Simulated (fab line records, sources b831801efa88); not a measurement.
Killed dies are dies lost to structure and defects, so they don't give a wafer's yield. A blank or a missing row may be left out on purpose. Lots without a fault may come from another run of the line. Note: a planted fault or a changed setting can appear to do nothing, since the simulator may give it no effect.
A lot that was struck, set against a sound lot    flow sky130    15 out of 708 route steps
Sound: wafers L219.2, L219.3, L219.4. Wafers L229.2, L229.4, L229.5 were the ones struck. The cause comes at the end.
For every step that has rows: the tool of each side, followed by ch and its chambers, followed by its first start. Under that, the readings that differ: sound wafers    struck wafers    difference of the means    sigmas: that difference in standard deviations of wafers without a fault.
alike: readings whose means differ by less than 2 such deviations, and words and numbers that are the same on both sides. not compared: withheld readings, readings that some wafer has no value for, bounds like >300 that may hide the same value, and numbers for which the record gives no deviation and whose values overlap.
A row with sigmas, a row that says differs or no value, or rows on one side alone: a step with any of these is where the two part. Non-overlapping numbers with no deviation appear without sigmas and do not part them. A reading missing from all wafers of one side parts the sides only when that side holds two or more wafers.

SKY_VIA2_STRIP_16: strips in O2/N2.
  sound on plasmaAsher-02 ch 0,1, day 38 11:32; struck on plasmaAsher-02 ch 0,1, day 41 13:53
  alike: drypumpMotorCurrentA, oesProductAu, stripTimeToEndpointS
  not compared: rfHoursCounterH
then, 4 steps without rows for these wafers: SKY_VIA2_STRIP_17 (strips in post etch residue remover, time 1200 s); SKY_VIA2_CLEAN_18 (cleans in IPA, time 180 s); SKY_VIA2_CLEAN_19 (cleans in O3/DIW); SKY_VIA2_SPUTTER_20 (material TiN, target thk 20 nm, time 80 s).
SKY_VIA2_CVD_21: deposits W, target thk 420 nm, time 126.4 s.
  sound on cvdW-02 ch 0,1, day 38 12:14; struck on cvdW-01 ch 0,1, day 41 14:33
  alike: heaterPowerOuterW, heaterPowerW
SKY_VIA2_RS_MEAS_22: uses a four-point probe to measure.
  sound on filmMetro-02, day 38 12:23; struck on filmMetro-03, day 41 14:42
  alike: VIA2_W_RS
SKY_VIA2_THK_MEAS_23: measures by xrf.
  sound on filmMetro-02, day 38 12:29; struck on filmMetro-03, day 41 14:49
  alike: VIA2_W_THK
then, 1 step without rows for these wafers: SKY_VIA2_CMP_24 (polishes, stops on SiO2, t overpolish 20 s, target thk 0 nm).
SKY_METAL3_SPUTTER_00: material Ti, target thk 15 nm, time 10 s.
  sound on pvdSputter-02, day 38 12:50; struck on pvdSputter-03, day 41 15:10
  alike: chamberPressurePa, throttleValvePct
SKY_METAL3_SPUTTER_01: material TiN, target thk 20 nm, time 16.7 s.
  sound on pvdSputter-02, day 38 12:52; struck on pvdSputter-03, day 41 15:11
  alike: chamberPressurePa, throttleValvePct
SKY_METAL3_SPUTTER_02: material AlCu, target thk 735 nm, time 39.1 s.
  sound on pvdSputter-02, day 38 12:53; struck on pvdSputter-03, day 41 15:13
  alike: chamberPressurePa, throttleValvePct
SKY_METAL3_SPUTTER_03: material Ti, target thk 5 nm, time 3.3 s.
  sound on pvdSputter-02, day 38 12:55; struck on pvdSputter-03, day 41 15:15
reading                                   sound              struck             difference  sigmas
model.Ti_of_METAL3_SPUTTER_03.thkNm (nm)  4.931 4.898 4.873  4.734 4.769 4.751  -0.149      
  alike: chamberPressurePa, throttleValvePct
then, 1 step without rows for these wafers: SKY_METAL3_SPUTTER_04 (material TiN, target thk 70 nm, time 58.3 s).
-- the record jumps here: 8 days lie between the struck wafers' starts before and after (it left off in module METAL3 and takes up again in module PAD_OPEN, whose first step shown is number 708 of the route) --
SKY_PAD_OPEN_PROBE_99:
  sound on prober-02, day 47 11:51; struck on prober-01, day 49 21:51
  alike: defectLimitedYield, killed_at_M0_to_M3, killed_at_M4_up, killedAtContacts, killedAtFrontEnd, killedAtOther, killedDies, killedOpen, killedShort, sort_bin_3_pad_short, sort_bin_5_function, sort_bin_6_memory, sortNPass, sortYieldPct

## WHERE THEY PART
Nowhere in this record.

WHY: what had been put in by the simulator
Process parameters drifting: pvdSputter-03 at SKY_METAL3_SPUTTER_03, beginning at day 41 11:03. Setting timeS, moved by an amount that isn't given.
